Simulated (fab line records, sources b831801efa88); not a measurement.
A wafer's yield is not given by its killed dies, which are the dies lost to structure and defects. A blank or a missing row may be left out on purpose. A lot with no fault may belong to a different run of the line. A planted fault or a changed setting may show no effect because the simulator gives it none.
fab line records / flow sky130
[record] lots = 11 wafers = 32 lastDay = 50
route steps=708 shown CONTACT@430 METAL1@436 VIA2@527 CAPM@537 METAL3@567 PAD_OPEN@708
lots that met no fault: taken from a fault-free run of the same line
startH: hours from the record's opening day to when the first of the lot's shown wafers began / waitH: how many hours have passed since the lot's step before this one / " as in the row above / L1.1+2: several wafers, shown together as one row / - no value present, or no start provided / * or withheld: withheld / < > ~ a bound
route shown NAME@n: NAME is a module with steps in the file, n the number in the route of the first one / usual: average and standard deviation across the fault-free wafers / same: alike in all rows / chamber/n: place in a boat / sites: readings site by site / _std_site: the standard deviation of these / _edge_site: mean of outer sites minus mean of inner sites / radiusMm: for every site, how far away it sits from the centre of the wafer / mask NAME#n: copy n / behind: the last tool/chamber to shape the wafer / hold: the reason the lot was held/the length of the hold in hours/how it ended / device: names the non-switching transistor (n, p or np) / end of line: at the end of the route, the tests of the same wafers / step lacking rows: just its recipe / killed: dies lost to structure and defects at the first sort, not the wafer's yield / map: a wafer's dies, marking killed ones x, the rest . and places with no die _
set.NAME: the run value of the setting; set.NAME@STEP: its run value at that earlier step / model.NAME: the simulator's own value behind a step, which no gauge read
route steps across a sampled set of lots; one table per step, one row per wafer
services: a tool's chamber out of use, with start hour (startH, from the record's first day; less than 0 if before it), hours out, and reason
[[steps]]
[step SKY_CONTACT_CVD_24]
[recipe] material = W targetThkNm = 340 timeS = 102.12 tempC = 400 pressureTorr = 40
[usual] heaterPowerW = 816/42
lot.wafer=L251.4 tool=cvdW-01 chamber=0 startH=752.81 waitH=0.1 heaterPowerW=796
lot.wafer=L251.5 tool=cvdW-01 chamber=1 startH=752.81 waitH=0.1 heaterPowerW=811
lot.wafer=L251.6 tool=cvdW-01 chamber=0 startH=752.81 waitH=0.1 heaterPowerW=784
lot.wafer=L254.2 tool=cvdW-02 chamber=0 startH=769.10 waitH=0.0 heaterPowerW=882
lot.wafer=L254.3 tool=cvdW-02 chamber=0 startH=769.10 waitH=0.0 heaterPowerW=902
lot.wafer=L254.4 tool=cvdW-02 chamber=1 startH=769.10 waitH=0.0 heaterPowerW=758
lot.wafer=L255.1 tool=cvdW-02 chamber=1 startH=779.87 waitH=0.0 heaterPowerW=761
lot.wafer=L255.3 tool=cvdW-02 chamber=1 startH=779.87 waitH=0.0 heaterPowerW=775
lot.wafer=L255.6 tool=cvdW-02 chamber=1 startH=779.87 waitH=0.0 heaterPowerW=783
lot.wafer=L256.3 tool=cvdW-01 chamber=0 startH=784.75 waitH=0.1 heaterPowerW=812
lot.wafer=L256.5 tool=cvdW-01 chamber=1 startH=784.75 waitH=0.1 heaterPowerW=826
lot.wafer=L256.6 tool=cvdW-01 chamber=0 startH=784.75 waitH=0.1 heaterPowerW=766
lot.wafer=L257.2 tool=cvdW-01 chamber=0 startH=788.17 waitH=0.0 heaterPowerW=774
lot.wafer=L257.4 tool=cvdW-01 chamber=1 startH=788.17 waitH=0.0 heaterPowerW=844
lot.wafer=L257.6 tool=cvdW-01 chamber=1 startH=788.17 waitH=0.0 heaterPowerW=807
lot.wafer=L258.2 tool=cvdW-01 chamber=0 startH=792.76 waitH=0.0 heaterPowerW=799
lot.wafer=L258.4 tool=cvdW-01 chamber=0 startH=792.76 waitH=0.0 heaterPowerW=796
lot.wafer=L258.5 tool=cvdW-01 chamber=0 startH=792.76 waitH=0.0 heaterPowerW=767
lot.wafer=L266.3 tool=cvdW-01 chamber=0 startH=861.40 waitH=0.1 heaterPowerW=802
lot.wafer=L266.4 tool=cvdW-01 chamber=1 startH=861.40 waitH=0.1 heaterPowerW=828
lot.wafer=L270.1 tool=cvdW-01 chamber=1 startH=885.67 waitH=0.0 heaterPowerW=822
lot.wafer=L270.2 tool=cvdW-01 chamber=0 startH=885.67 waitH=0.0 heaterPowerW=782
lot.wafer=L270.4 tool=cvdW-01 chamber=0 startH=885.67 waitH=0.0 heaterPowerW=793
lot.wafer=L271.1 tool=cvdW-01 chamber=0 startH=895.21 waitH=0.0 heaterPowerW=784
lot.wafer=L271.4 tool=cvdW-01 chamber=0 startH=895.21 waitH=0.0 heaterPowerW=773
lot.wafer=L271.5 tool=cvdW-01 chamber=0 startH=895.21 waitH=0.0 heaterPowerW=793
lot.wafer=L272.1 tool=cvdW-01 chamber=0 startH=896.84 waitH=0.0 heaterPowerW=792
lot.wafer=L272.2 tool=cvdW-01 chamber=0 startH=896.84 waitH=0.0 heaterPowerW=803
lot.wafer=L272.4 tool=cvdW-01 chamber=0 startH=896.84 waitH=0.0 heaterPowerW=798
lot.wafer=L273.2 tool=cvdW-01 chamber=1 startH=907.61 waitH=0.0 heaterPowerW=834
lot.wafer=L273.4 tool=cvdW-01 chamber=1 startH=907.61 waitH=0.0 heaterPowerW=835
lot.wafer=L273.5 tool=cvdW-01 chamber=1 startH=907.61 waitH=0.0 heaterPowerW=846
[step SKY_METAL1_SPUTTER_02]
[recipe] material = AlCu targetThkNm = 250 powerW = 10600 timeS = 13.3 chamberPressurePa = 0.4
[usual] throttleValvePct = 30.3/1.3
lot.wafer=L251.4 tool=pvdSputter-01 chamber=- startH=753.41 waitH=0.0 throttleValvePct=30.0
lot.wafer=L251.5 tool=pvdSputter-01 chamber=- startH=753.41 waitH=0.0 throttleValvePct=30.0
lot.wafer=L251.6 tool=pvdSputter-01 chamber=- startH=753.41 waitH=0.0 throttleValvePct=32.6
lot.wafer=L254.2 tool=pvdSputter-02 chamber=- startH=769.74 waitH=0.0 throttleValvePct=30.7
lot.wafer=L254.3 tool=pvdSputter-02 chamber=- startH=769.74 waitH=0.0 throttleValvePct=30.8
lot.wafer=L254.4 tool=pvdSputter-02 chamber=- startH=769.74 waitH=0.0 throttleValvePct=29.3
lot.wafer=L255.1 tool=pvdSputter-04 chamber=- startH=780.50 waitH=0.0 throttleValvePct=29.9
lot.wafer=L255.3 tool=pvdSputter-04 chamber=- startH=780.50 waitH=0.0 throttleValvePct=32.4
lot.wafer=L255.6 tool=pvdSputter-04 chamber=- startH=780.50 waitH=0.0 throttleValvePct=29.9
lot.wafer=L256.3 tool=pvdSputter-01 chamber=- startH=785.35 waitH=0.0 throttleValvePct=32.7
lot.wafer=L256.5 tool=pvdSputter-01 chamber=- startH=785.35 waitH=0.0 throttleValvePct=28.6
lot.wafer=L256.6 tool=pvdSputter-01 chamber=- startH=785.35 waitH=0.0 throttleValvePct=30.1
lot.wafer=L257.2 tool=pvdSputter-01 chamber=- startH=788.80 waitH=0.0 throttleValvePct=28.7
lot.wafer=L257.4 tool=pvdSputter-01 chamber=- startH=788.80 waitH=0.0 throttleValvePct=32.4
lot.wafer=L257.6 tool=pvdSputter-01 chamber=- startH=788.80 waitH=0.0 throttleValvePct=31.2
lot.wafer=L258.2 tool=pvdSputter-02 chamber=- startH=793.40 waitH=0.0 throttleValvePct=29.0
lot.wafer=L258.4 tool=pvdSputter-02 chamber=- startH=793.40 waitH=0.0 throttleValvePct=29.0
lot.wafer=L258.5 tool=pvdSputter-02 chamber=- startH=793.40 waitH=0.0 throttleValvePct=30.4
lot.wafer=L266.3 tool=pvdSputter-01 chamber=- startH=862.00 waitH=0.0 throttleValvePct=32.2
lot.wafer=L266.4 tool=pvdSputter-01 chamber=- startH=862.00 waitH=0.0 throttleValvePct=28.7
lot.wafer=L270.1 tool=pvdSputter-04 chamber=- startH=886.30 waitH=0.0 throttleValvePct=29.6
lot.wafer=L270.2 tool=pvdSputter-04 chamber=- startH=886.30 waitH=0.0 throttleValvePct=28.3
lot.wafer=L270.4 tool=pvdSputter-04 chamber=- startH=886.30 waitH=0.0 throttleValvePct=32.4
lot.wafer=L271.1 tool=pvdSputter-02 chamber=- startH=895.96 waitH=0.0 throttleValvePct=31.2
lot.wafer=L271.4 tool=pvdSputter-02 chamber=- startH=895.96 waitH=0.0 throttleValvePct=30.7
lot.wafer=L271.5 tool=pvdSputter-02 chamber=- startH=895.96 waitH=0.0 throttleValvePct=30.5
lot.wafer=L272.1 tool=pvdSputter-04 chamber=- startH=897.58 waitH=0.0 throttleValvePct=32.2
lot.wafer=L272.2 tool=pvdSputter-04 chamber=- startH=897.58 waitH=0.0 throttleValvePct=29.9
lot.wafer=L272.4 tool=pvdSputter-04 chamber=- startH=897.58 waitH=0.0 throttleValvePct=28.7
lot.wafer=L273.2 tool=pvdSputter-01 chamber=- startH=908.25 waitH=0.0 throttleValvePct=31.2
lot.wafer=L273.4 tool=pvdSputter-01 chamber=- startH=908.25 waitH=0.0 throttleValvePct=28.5
lot.wafer=L273.5 tool=pvdSputter-01 chamber=- startH=908.25 waitH=0.0 throttleValvePct=32.3
[step SKY_VIA2_SPUTTER_20]
[recipe] material = TiN targetThkNm = 20 chamberPressurePa = 5 powerW = 4000 timeS = 80
[usual] throttleValvePct = 30.2/1.2
lot.wafer=L251.4 tool=pvdSputter-03 chamber=- startH=865.08 waitH=0.0 throttleValvePct=28.5
lot.wafer=L251.5 tool=pvdSputter-03 chamber=- startH=865.08 waitH=0.0 throttleValvePct=29.9
lot.wafer=L251.6 tool=pvdSputter-03 chamber=- startH=865.08 waitH=0.0 throttleValvePct=30.6
lot.wafer=L254.2 tool=pvdSputter-04 chamber=- startH=878.83 waitH=0.0 throttleValvePct=29.7
lot.wafer=L254.3 tool=pvdSputter-04 chamber=- startH=878.83 waitH=0.0 throttleValvePct=32.1
lot.wafer=L254.4 tool=pvdSputter-04 chamber=- startH=878.83 waitH=0.0 throttleValvePct=29.9
lot.wafer=L255.1 tool=pvdSputter-04 chamber=- startH=890.92 waitH=0.0 throttleValvePct=29.9
lot.wafer=L255.3 tool=pvdSputter-04 chamber=- startH=890.92 waitH=0.0 throttleValvePct=32.4
lot.wafer=L255.6 tool=pvdSputter-04 chamber=- startH=890.92 waitH=0.0 throttleValvePct=32.4
lot.wafer=L256.3 tool=pvdSputter-04 chamber=- startH=896.67 waitH=0.0 throttleValvePct=28.6
lot.wafer=L256.5 tool=pvdSputter-04 chamber=- startH=896.67 waitH=0.0 throttleValvePct=29.7
lot.wafer=L256.6 tool=pvdSputter-04 chamber=- startH=896.67 waitH=0.0 throttleValvePct=32.3
lot.wafer=L257.2 tool=pvdSputter-01 chamber=- startH=898.05 waitH=0.0 throttleValvePct=28.4
lot.wafer=L257.4 tool=pvdSputter-01 chamber=- startH=898.05 waitH=0.0 throttleValvePct=32.2
lot.wafer=L257.6 tool=pvdSputter-01 chamber=- startH=898.05 waitH=0.0 throttleValvePct=32.2
lot.wafer=L258.2 tool=pvdSputter-04 chamber=- startH=903.73 waitH=0.0 throttleValvePct=29.9
lot.wafer=L258.4 tool=pvdSputter-04 chamber=- startH=903.73 waitH=0.0 throttleValvePct=32.0
lot.wafer=L258.5 tool=pvdSputter-04 chamber=- startH=903.73 waitH=0.0 throttleValvePct=29.6
lot.wafer=L266.3 tool=pvdSputter-03 chamber=- startH=967.79 waitH=0.0 throttleValvePct=30.7
lot.wafer=L266.4 tool=pvdSputter-03 chamber=- startH=967.79 waitH=0.0 throttleValvePct=28.6
lot.wafer=L270.1 tool=pvdSputter-03 chamber=- startH=990.88 waitH=0.0 throttleValvePct=29.8
lot.wafer=L270.2 tool=pvdSputter-03 chamber=- startH=990.88 waitH=0.0 throttleValvePct=30.7
lot.wafer=L270.4 tool=pvdSputter-03 chamber=- startH=990.88 waitH=0.0 throttleValvePct=28.7
lot.wafer=L271.1 tool=pvdSputter-04 chamber=- startH=998.89 waitH=0.0 throttleValvePct=29.5
lot.wafer=L271.4 tool=pvdSputter-04 chamber=- startH=998.89 waitH=0.0 throttleValvePct=32.4
lot.wafer=L271.5 tool=pvdSputter-04 chamber=- startH=998.89 waitH=0.0 throttleValvePct=29.7
lot.wafer=L272.1 tool=pvdSputter-04 chamber=- startH=1000.35 waitH=0.0 throttleValvePct=28.8
lot.wafer=L272.2 tool=pvdSputter-04 chamber=- startH=1000.35 waitH=0.0 throttleValvePct=29.6
lot.wafer=L272.4 tool=pvdSputter-04 chamber=- startH=1000.35 waitH=0.0 throttleValvePct=32.2
lot.wafer=L273.2 tool=pvdSputter-04 chamber=- startH=1010.96 waitH=0.0 throttleValvePct=32.4
lot.wafer=L273.4 tool=pvdSputter-04 chamber=- startH=1010.96 waitH=0.0 throttleValvePct=29.7
lot.wafer=L273.5 tool=pvdSputter-04 chamber=- startH=1010.96 waitH=0.0 throttleValvePct=30.0
[step SKY_CAPM_CVD_00]
[recipe] material = SiO2 targetThkNm = 15.5 tempC = 400 timeS = withheld rfW = 450
[usual] heaterPowerW = 725/77
lot.wafer=L251.4 tool=pecvd-04 chamber=0 startH=865.94 waitH=0.0 heaterPowerW=637
lot.wafer=L251.5 tool=pecvd-04 chamber=2 startH=865.94 waitH=0.0 heaterPowerW=764
lot.wafer=L251.6 tool=pecvd-04 chamber=1 startH=865.94 waitH=0.0 heaterPowerW=729
lot.wafer=L254.2 tool=pecvd-04 chamber=1 startH=879.65 waitH=0.0 heaterPowerW=730
lot.wafer=L254.3 tool=pecvd-04 chamber=2 startH=879.65 waitH=0.0 heaterPowerW=752
lot.wafer=L254.4 tool=pecvd-04 chamber=2 startH=879.65 waitH=0.0 heaterPowerW=779
lot.wafer=L255.1 tool=pecvd-02 chamber=2 startH=891.88 waitH=0.0 heaterPowerW=698
lot.wafer=L255.3 tool=pecvd-02 chamber=0 startH=891.88 waitH=0.0 heaterPowerW=786
lot.wafer=L255.6 tool=pecvd-02 chamber=1 startH=891.88 waitH=0.0 heaterPowerW=702
lot.wafer=L256.3 tool=pecvd-04 chamber=1 startH=897.50 waitH=0.0 heaterPowerW=669
lot.wafer=L256.5 tool=pecvd-04 chamber=1 startH=897.50 waitH=0.0 heaterPowerW=687
lot.wafer=L256.6 tool=pecvd-04 chamber=2 startH=897.50 waitH=0.0 heaterPowerW=675
lot.wafer=L257.2 tool=pecvd-01 chamber=2 startH=898.87 waitH=0.0 heaterPowerW=860
lot.wafer=L257.4 tool=pecvd-01 chamber=0 startH=898.87 waitH=0.0 heaterPowerW=680
lot.wafer=L257.6 tool=pecvd-01 chamber=1 startH=898.87 waitH=0.0 heaterPowerW=850
lot.wafer=L258.2 tool=pecvd-02 chamber=1 startH=904.55 waitH=0.0 heaterPowerW=653
lot.wafer=L258.4 tool=pecvd-02 chamber=2 startH=904.55 waitH=0.0 heaterPowerW=700
lot.wafer=L258.5 tool=pecvd-02 chamber=0 startH=904.55 waitH=0.0 heaterPowerW=880
lot.wafer=L266.3 tool=pecvd-02 chamber=2 startH=968.96 waitH=0.0 heaterPowerW=652
lot.wafer=L266.4 tool=pecvd-02 chamber=1 startH=968.96 waitH=0.0 heaterPowerW=645
lot.wafer=L270.1 tool=pecvd-02 chamber=2 startH=991.71 waitH=0.0 heaterPowerW=616
lot.wafer=L270.2 tool=pecvd-02 chamber=1 startH=991.71 waitH=0.0 heaterPowerW=674
lot.wafer=L270.4 tool=pecvd-02 chamber=1 startH=991.71 waitH=0.0 heaterPowerW=683
lot.wafer=L271.1 tool=pecvd-01 chamber=1 startH=999.74 waitH=0.0 heaterPowerW=827
lot.wafer=L271.4 tool=pecvd-01 chamber=0 startH=999.74 waitH=0.0 heaterPowerW=661
lot.wafer=L271.5 tool=pecvd-01 chamber=1 startH=999.74 waitH=0.0 heaterPowerW=793
lot.wafer=L272.1 tool=pecvd-04 chamber=2 startH=1001.19 waitH=0.0 heaterPowerW=712
lot.wafer=L272.2 tool=pecvd-04 chamber=0 startH=1001.19 waitH=0.0 heaterPowerW=701
lot.wafer=L272.4 tool=pecvd-04 chamber=1 startH=1001.19 waitH=0.0 heaterPowerW=658
lot.wafer=L273.2 tool=pecvd-04 chamber=0 startH=1011.81 waitH=0.0 heaterPowerW=695
lot.wafer=L273.4 tool=pecvd-04 chamber=1 startH=1011.81 waitH=0.0 heaterPowerW=671
lot.wafer=L273.5 tool=pecvd-04 chamber=1 startH=1011.81 waitH=0.0 heaterPowerW=675
[step SKY_CAPM_THK_MEAS_01]
[recipe] reads = SiO2_of_CAPM_CVD_00
[usual] CAPM_CVD_00_THK = 15.63/0.22
lot.wafer=L251.4 tool=filmMetro-02 chamber=- startH=865.98 waitH=- CAPM_CVD_00_THK[nm]=15.71
lot.wafer=L251.5 tool=filmMetro-02 chamber=- startH=865.98 waitH=- CAPM_CVD_00_THK[nm]=15.76
lot.wafer=L251.6 tool=filmMetro-02 chamber=- startH=865.98 waitH=- CAPM_CVD_00_THK[nm]=15.78
lot.wafer=L254.2 tool=filmMetro-01 chamber=- startH=879.69 waitH=- CAPM_CVD_00_THK[nm]=15.61
lot.wafer=L254.3 tool=filmMetro-01 chamber=- startH=879.69 waitH=- CAPM_CVD_00_THK[nm]=15.35
lot.wafer=L254.4 tool=filmMetro-01 chamber=- startH=879.69 waitH=- CAPM_CVD_00_THK[nm]=16.10
lot.wafer=L255.1 tool=filmMetro-04 chamber=- startH=891.90 waitH=- CAPM_CVD_00_THK[nm]=15.75
lot.wafer=L255.3 tool=filmMetro-04 chamber=- startH=891.90 waitH=- CAPM_CVD_00_THK[nm]=15.44
lot.wafer=L255.6 tool=filmMetro-04 chamber=- startH=891.90 waitH=- CAPM_CVD_00_THK[nm]=16.15
lot.wafer=L256.3 tool=filmMetro-01 chamber=- startH=897.54 waitH=- CAPM_CVD_00_THK[nm]=15.18
lot.wafer=L256.5 tool=filmMetro-01 chamber=- startH=897.54 waitH=- CAPM_CVD_00_THK[nm]=15.59
lot.wafer=L256.6 tool=filmMetro-01 chamber=- startH=897.54 waitH=- CAPM_CVD_00_THK[nm]=15.79
lot.wafer=L257.2 tool=filmMetro-04 chamber=- startH=898.91 waitH=- CAPM_CVD_00_THK[nm]=15.31
lot.wafer=L257.4 tool=filmMetro-04 chamber=- startH=898.91 waitH=- CAPM_CVD_00_THK[nm]=15.60
lot.wafer=L257.6 tool=filmMetro-04 chamber=- startH=898.91 waitH=- CAPM_CVD_00_THK[nm]=15.60
lot.wafer=L258.2 tool=filmMetro-04 chamber=- startH=904.59 waitH=- CAPM_CVD_00_THK[nm]=15.66
lot.wafer=L258.4 tool=filmMetro-04 chamber=- startH=904.59 waitH=- CAPM_CVD_00_THK[nm]=15.81
lot.wafer=L258.5 tool=filmMetro-04 chamber=- startH=904.59 waitH=- CAPM_CVD_00_THK[nm]=15.62
lot.wafer=L266.3 tool=filmMetro-01 chamber=- startH=969.00 waitH=- CAPM_CVD_00_THK[nm]=19.13
lot.wafer=L266.4 tool=filmMetro-01 chamber=- startH=969.00 waitH=- CAPM_CVD_00_THK[nm]=16.09
lot.wafer=L270.1 tool=filmMetro-02 chamber=- startH=991.73 waitH=- CAPM_CVD_00_THK[nm]=19.28
lot.wafer=L270.2 tool=filmMetro-02 chamber=- startH=991.73 waitH=- CAPM_CVD_00_THK[nm]=15.67
lot.wafer=L270.4 tool=filmMetro-02 chamber=- startH=991.73 waitH=- CAPM_CVD_00_THK[nm]=16.02
lot.wafer=L271.1 tool=filmMetro-04 chamber=- startH=999.76 waitH=- CAPM_CVD_00_THK[nm]=15.32
lot.wafer=L271.4 tool=filmMetro-04 chamber=- startH=999.76 waitH=- CAPM_CVD_00_THK[nm]=15.88
lot.wafer=L271.5 tool=filmMetro-04 chamber=- startH=999.76 waitH=- CAPM_CVD_00_THK[nm]=15.48
lot.wafer=L272.1 tool=filmMetro-02 chamber=- startH=1001.22 waitH=- CAPM_CVD_00_THK[nm]=15.60
lot.wafer=L272.2 tool=filmMetro-02 chamber=- startH=1001.22 waitH=- CAPM_CVD_00_THK[nm]=15.56
lot.wafer=L272.4 tool=filmMetro-02 chamber=- startH=1001.22 waitH=- CAPM_CVD_00_THK[nm]=15.57
lot.wafer=L273.2 tool=filmMetro-01 chamber=- startH=1011.85 waitH=- CAPM_CVD_00_THK[nm]=15.80
lot.wafer=L273.4 tool=filmMetro-01 chamber=- startH=1011.85 waitH=- CAPM_CVD_00_THK[nm]=15.69
lot.wafer=L273.5 tool=filmMetro-01 chamber=- startH=1011.85 waitH=- CAPM_CVD_00_THK[nm]=15.71
[step SKY_METAL3_ETCH_17]
[recipe] target = SiO2 stopOn = TiN chemistry = C4F8/O2/Ar sourceW = 1500 biasW = 1200 pressureMtorr = 40 c4f8FlowSccm = withheld O2_flow_sccm = 6 Ar_flow_sccm = 300 timeS = 3.9 targetDepthA = 150
[usual] oesProductAu = 0.757/0.0073
lot.wafer=L251.4 tool=rieDiel-01 chamber=3 startH=917.31 waitH=0.0 oesProductAu=0.760 rfHoursCounterH=13
lot.wafer=L251.5 tool=rieDiel-01 chamber=0 startH=917.31 waitH=0.0 oesProductAu=0.763 rfHoursCounterH=-
lot.wafer=L251.6 tool=rieDiel-01 chamber=3 startH=917.31 waitH=0.0 oesProductAu=0.767 rfHoursCounterH=-
lot.wafer=L254.2 tool=rieDiel-03 chamber=1 startH=930.87 waitH=0.1 oesProductAu=0.764 rfHoursCounterH=8
lot.wafer=L254.3 tool=rieDiel-03 chamber=3 startH=930.87 waitH=0.1 oesProductAu=0.748 rfHoursCounterH=11
lot.wafer=L254.4 tool=rieDiel-03 chamber=1 startH=930.87 waitH=0.1 oesProductAu=0.767 rfHoursCounterH=-
lot.wafer=L255.1 tool=rieDiel-03 chamber=1 startH=941.87 waitH=0.1 oesProductAu=0.756 rfHoursCounterH=8
lot.wafer=L255.3 tool=rieDiel-03 chamber=3 startH=941.87 waitH=0.1 oesProductAu=0.751 rfHoursCounterH=12
lot.wafer=L255.6 tool=rieDiel-03 chamber=1 startH=941.87 waitH=0.1 oesProductAu=0.775 rfHoursCounterH=-
lot.wafer=L256.3 tool=rieDiel-03 chamber=2 startH=947.92 waitH=0.0 oesProductAu=0.742 rfHoursCounterH=14
lot.wafer=L256.5 tool=rieDiel-03 chamber=3 startH=947.92 waitH=0.0 oesProductAu=0.759 rfHoursCounterH=-
lot.wafer=L256.6 tool=rieDiel-03 chamber=1 startH=947.92 waitH=0.0 oesProductAu=0.755 rfHoursCounterH=-
lot.wafer=L257.2 tool=rieDiel-03 chamber=1 startH=949.77 waitH=0.1 oesProductAu=0.748 rfHoursCounterH=8
lot.wafer=L257.4 tool=rieDiel-03 chamber=2 startH=949.77 waitH=0.1 oesProductAu=0.761 rfHoursCounterH=-
lot.wafer=L257.6 tool=rieDiel-03 chamber=1 startH=949.77 waitH=0.1 oesProductAu=0.757 rfHoursCounterH=-
lot.wafer=L258.2 tool=rieDiel-01 chamber=0 startH=954.52 waitH=0.1 oesProductAu=0.755 rfHoursCounterH=18
lot.wafer=L258.4 tool=rieDiel-01 chamber=2 startH=954.52 waitH=0.1 oesProductAu=0.762 rfHoursCounterH=13
lot.wafer=L258.5 tool=rieDiel-01 chamber=3 startH=954.52 waitH=0.1 oesProductAu=0.762 rfHoursCounterH=-
lot.wafer=L266.3 tool=rieDiel-01 chamber=1 startH=1016.97 waitH=0.0 oesProductAu=0.851 rfHoursCounterH=12
lot.wafer=L266.4 tool=rieDiel-01 chamber=0 startH=1016.97 waitH=0.0 oesProductAu=0.775 rfHoursCounterH=20
lot.wafer=L270.1 tool=rieDiel-03 chamber=1 startH=1037.88 waitH=0.1 oesProductAu=0.857 rfHoursCounterH=11
lot.wafer=L270.2 tool=rieDiel-03 chamber=3 startH=1037.88 waitH=0.1 oesProductAu=0.765 rfHoursCounterH=15
lot.wafer=L270.4 tool=rieDiel-03 chamber=1 startH=1037.88 waitH=0.1 oesProductAu=0.766 rfHoursCounterH=-
lot.wafer=L271.1 tool=rieDiel-02 chamber=2 startH=1046.77 waitH=0.1 oesProductAu=0.754 rfHoursCounterH=21
lot.wafer=L271.4 tool=rieDiel-02 chamber=0 startH=1046.77 waitH=0.1 oesProductAu=0.764 rfHoursCounterH=11
lot.wafer=L271.5 tool=rieDiel-02 chamber=3 startH=1046.77 waitH=0.1 oesProductAu=0.751 rfHoursCounterH=-
lot.wafer=L272.1 tool=rieDiel-01 chamber=1 startH=1048.98 waitH=0.1 oesProductAu=0.762 rfHoursCounterH=13
lot.wafer=L272.2 tool=rieDiel-01 chamber=3 startH=1048.98 waitH=0.1 oesProductAu=0.750 rfHoursCounterH=17
lot.wafer=L272.4 tool=rieDiel-01 chamber=2 startH=1048.98 waitH=0.1 oesProductAu=0.756 rfHoursCounterH=15
lot.wafer=L273.2 tool=rieDiel-02 chamber=2 startH=1057.56 waitH=0.1 oesProductAu=0.768 rfHoursCounterH=21
lot.wafer=L273.4 tool=rieDiel-02 chamber=1 startH=1057.56 waitH=0.1 oesProductAu=0.761 rfHoursCounterH=20
lot.wafer=L273.5 tool=rieDiel-02 chamber=2 startH=1057.56 waitH=0.1 oesProductAu=0.754 rfHoursCounterH=-
[step SKY_PAD_OPEN_PROBE_99]
[usual] defectLimitedYield = 81.9/2 killed_at_M0_to_M3 = 43/6.5 killed_at_M4_up = 3.2/1.8 killedAtContacts = 26/5.2 killedAtFrontEnd = 16/4.8 killedAtOther = 0.3/0.6 killedDies = 89/9.6 killedOpen = 48/7.1 killedShort = 40/6.4 sort_bin_3_pad_short = 0.9/0.37 sort_bin_5_function = 10.7/1.4 sort_bin_6_memory = 6.5/1.2 sortNPass = 403/9.6 sortYieldPct = 81.9/2
[same] grossDies = 492 killedAtBackSide = 0 sort_bin_4_leakage[%] = 0 sort_bin_8_speed[%] = 0
lot.wafer=L270.1 tool=prober-01 chamber=- startH=1182.96 waitH=0.1 defectLimitedYield[%]=81.7 killed_at_M0_to_M3=52 killed_at_M4_up=3 killedAtContacts=22 killedAtFrontEnd=12 killedAtOther=1 killedDies=90 killedOpen=51 killedShort=39 sort_bin_3_pad_short[%]=1.4 sort_bin_5_function[%]=8.3 sort_bin_6_memory[%]=8.5 sortNPass=402 sortYieldPct[%]=81.7
lot.wafer=L270.2 tool=prober-01 chamber=- startH=1183.01 waitH=0.1 defectLimitedYield[%]=78.7 killed_at_M0_to_M3=55 killed_at_M4_up=1 killedAtContacts=32 killedAtFrontEnd=17 killedAtOther=0 killedDies=105 killedOpen=53 killedShort=52 sort_bin_3_pad_short[%]=0.6 sort_bin_5_function[%]=14.4 sort_bin_6_memory[%]=6.3 sortNPass=387 sortYieldPct[%]=78.7
lot.wafer=L270.4 tool=prober-01 chamber=- startH=1183.11 waitH=0.2 defectLimitedYield[%]=80.9 killed_at_M0_to_M3=52 killed_at_M4_up=3 killedAtContacts=24 killedAtFrontEnd=15 killedAtOther=0 killedDies=94 killedOpen=57 killedShort=37 sort_bin_3_pad_short[%]=1.4 sort_bin_5_function[%]=10.0 sort_bin_6_memory[%]=7.7 sortNPass=398 sortYieldPct[%]=80.9
// killed by level:class
L270.1 VIA1:geometricParticle:open=14 LI_CONTACT:geometricParticle:open=9 VIA2:geometricParticle:open=8 METAL1:geometricParticle:short=8 CONTACT:geometricParticle:open=7 VIA3:geometricParticle:open=7 FIELD_ISO:geometricParticle:short=6 LOCAL_INTERCONNECT:geometricParticle:short=5
L270.2 CONTACT:geometricParticle:open=14 VIA3:geometricParticle:open=12 METAL1:geometricParticle:short=10 LI_CONTACT:geometricParticle:open=7 METAL3:geometricParticle:short=6 FIELD_ISO:geometricParticle:short=5 VIA1:geometricParticle:open=5 LOCAL_INTERCONNECT:geometricParticle:short=5
L270.4 VIA3:geometricParticle:open=13 VIA1:geometricParticle:open=12 CONTACT:geometricParticle:open=8 VIA2:geometricParticle:open=7 LI_CONTACT:geometricParticle:open=6 LOCAL_INTERCONNECT:geometricParticle:short=6 METAL1:geometricParticle:short=6 FIELD_ISO:geometricParticle:open=5
[[services]]
tool=pecvd-02 chamber=- startH=730.46 hours=4.2 kind=repair
tool=rieDiel-01 chamber=2 startH=732.04 hours=2.0 kind=repair
tool=rieDiel-03 chamber=2 startH=744.21 hours=15.2 kind=repair
tool=pecvd-04 chamber=1 startH=764.62 hours=8.0 kind=repair
tool=pecvd-02 chamber=- startH=766.27 hours=0.5 kind=repair
tool=rieDiel-01 chamber=1 startH=775.84 hours=1.4 kind=repair
tool=rieDiel-03 chamber=2 startH=779.88 hours=4.0 kind=repair
tool=pecvd-04 chamber=1 startH=781.82 hours=6.5 kind=repair
tool=pecvd-04 chamber=- startH=801.15 hours=0.7 kind=repair
tool=rieDiel-03 chamber=0 startH=808.15 hours=3.3 kind=repair
tool=pecvd-02 chamber=0 startH=812.88 hours=3.3 kind=repair
tool=pecvd-02 chamber=1 startH=830.21 hours=4.1 kind=repair
tool=rieDiel-01 chamber=2 startH=841.19 hours=2.6 kind=repair
tool=rieDiel-03 chamber=1 startH=852.93 hours=1.3 kind=repair
tool=pvdSputter-04 chamber=- startH=857.11 hours=7.0 kind=repair
tool=pvdSputter-01 chamber=- startH=871.03 hours=0.7 kind=repair
tool=cvdW-01 chamber=1 startH=887.48 hours=15.9 kind=repair
tool=rieDiel-03 chamber=0 startH=905.80 hours=64.4 kind=repair
tool=pvdSputter-04 chamber=- startH=938.77 hours=1.9 kind=repair
tool=rieDiel-01 chamber=2 startH=976.43 hours=15.6 kind=repair
tool=pecvd-04 chamber=0 startH=979.09 hours=10.8 kind=repair
tool=pvdSputter-04 chamber=- startH=1019.20 hours=2.7 kind=repair
tool=pecvd-04 chamber=- startH=1022.33 hours=1.6 kind=repair
tool=rieDiel-03 chamber=2 startH=1026.15 hours=22.1 kind=repair
[[key]]
[firstSign] step = SKY_CAPM_THK_MEAS_01 reading = CAPM_CVD_00_THK direction = up sigmas = 16 usual = 15.63 struck = 19.20
[effect] step = SKY_METAL3_ETCH_17 reading = oesProductAu direction = up sigmas = 13 usual = 0.757 struck = 0.854
metAt SKY_CAPM_CVD_00
struckLots L266,L270
struckWafers L266.3,L270.1
notActingAt SKY_CONTACT_CVD_24,SKY_METAL1_SPUTTER_02,SKY_VIA2_SPUTTER_20
onsetBetween 904.55 968.96
[fault] kind = processParameterDrift tool = pecvd-02 chamber = - onsetH = 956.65 steps = SKY_CAPM_CVD_00 channel = timeS offset = withheld shape = step endH = 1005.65 scope = struckWafersOnly actsIn = *
